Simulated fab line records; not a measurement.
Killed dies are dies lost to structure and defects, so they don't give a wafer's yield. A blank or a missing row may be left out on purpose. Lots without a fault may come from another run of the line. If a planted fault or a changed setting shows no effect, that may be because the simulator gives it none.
8D (eight disciplines) problem report, filled in by code ; flow sky130 ; the parts of the form that need people (team, actions taken, sign-off) are left out

== 1. THE ISSUE ==
Mean NWELL_2_TW at SKY_NWELL_TW_MEAS_26: 524 over 9 wafers in 3 lots; fault-free wafers: 498, standard deviation 4.1. That puts it +6.3 standard deviations away from the usual mean.
First observed at day 7 10:25: wafer L795.1, on film_metro-03. At this step, 36 wafers from 12 lots have a number in the record. Rule for "out" (also "out of limits"): further than 4 standard deviations from the usual mean. All remaining wafers that have a number are taken as sound.

== 2. WHAT IT IS, AND WHAT IT ISN'T ==
question;is;is not
which readings at this step;NWELL_2_TW;-
which lots;L795, L796, L800;L787, L788, L789, L791, L794, L798, L806, L807, L810
which wafers of those lots;all that have a number;-
read on which gauges;film_metro-01, film_metro-03, film_metro-04;-
when;from day 7 10:25;"up to then (15 sound wafers); but 12 sound wafers of L798, L806, L807, L810 came after"

== 3. WHAT RULES OUT EACH SUSPECT ==
Counting: a tool stays on the suspect list if, at a process step up to the reading, it processed all lots that are out and no sound lot following the first of them.
- the gauge at SKY_NWELL_TW_MEAS_26 has been ruled out. 3 gauges (film_metro-01, film_metro-03, film_metro-04) read the wafers that are out.
- implanter-02 at SKY_NWELL_IMPLANT_24: kept. Every lot that is out went through it, starting with L795 (day 7 10:10), and after that it ran no sound lot; the last sound lot it ran before then is L794 (day 7 03:44). On those wafers its own readings are out: dose_ions_cm2, faraday_current_uA.
After counting, what remains is implanter-02 at SKY_NWELL_IMPLANT_24.

== 4. THE CAUSE (what the simulator had put in) ==
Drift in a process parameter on implanter-02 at SKY_NWELL_IMPLANT_24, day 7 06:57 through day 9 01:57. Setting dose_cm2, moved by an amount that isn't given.
The count eliminated every tool but this one.

== 5. THE CHAIN OF EFFECTS, in route order ==
Each row: a reading where the mean over the struck wafers with a number is more than 3 standard deviations away from the usual. Readings are gone through only where the record gives a usual standard deviation; hours: the median, over the lots, of the time from a lot's start at the first step in this table giving one to that lot's start at this step; sigmas: the change measured in usual standard deviations.
hours;step;reading;usual;on struck wafers;change;sigmas
0;SKY_NWELL_IMPLANT_24;dose_ions_cm2;9.202e+12;1.087e+13;+1.666e+12;+99 or more
0;SKY_NWELL_IMPLANT_24;faraday_current_uA;51.8;61.0;+9.2;+9.2
0;SKY_NWELL_TW_MEAS_26;NWELL_2_TW;498;524;+26;+6.3
It contains these process steps:
- SKY_NWELL_IMPLANT_24
Later steps that measure or inspect, where all struck wafers having a row at the step show a number for every such reading and not one has moved that far: SKY_SONOS_ONO_THK_MEAS_01.

== 6. WHAT WOULD HAVE CAUGHT IT SOONER ==
Counted from the fault's start at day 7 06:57, it took 3 hours until the first out-of-limits reading at a measuring or inspecting step in this record, taken at day 7 10:25.
At SKY_NWELL_IMPLANT_24, the tool's own readings (dose_ions_cm2, faraday_current_uA) were out on each struck wafer the step has a row for, so an alarm limit on them would have fired on the first such wafer.
L796, L800, from the lots that are out (3), started SKY_NWELL_IMPLANT_24 on implanter-02 later than day 7 10:25. A hold on the tool at that time would have spared those 2.
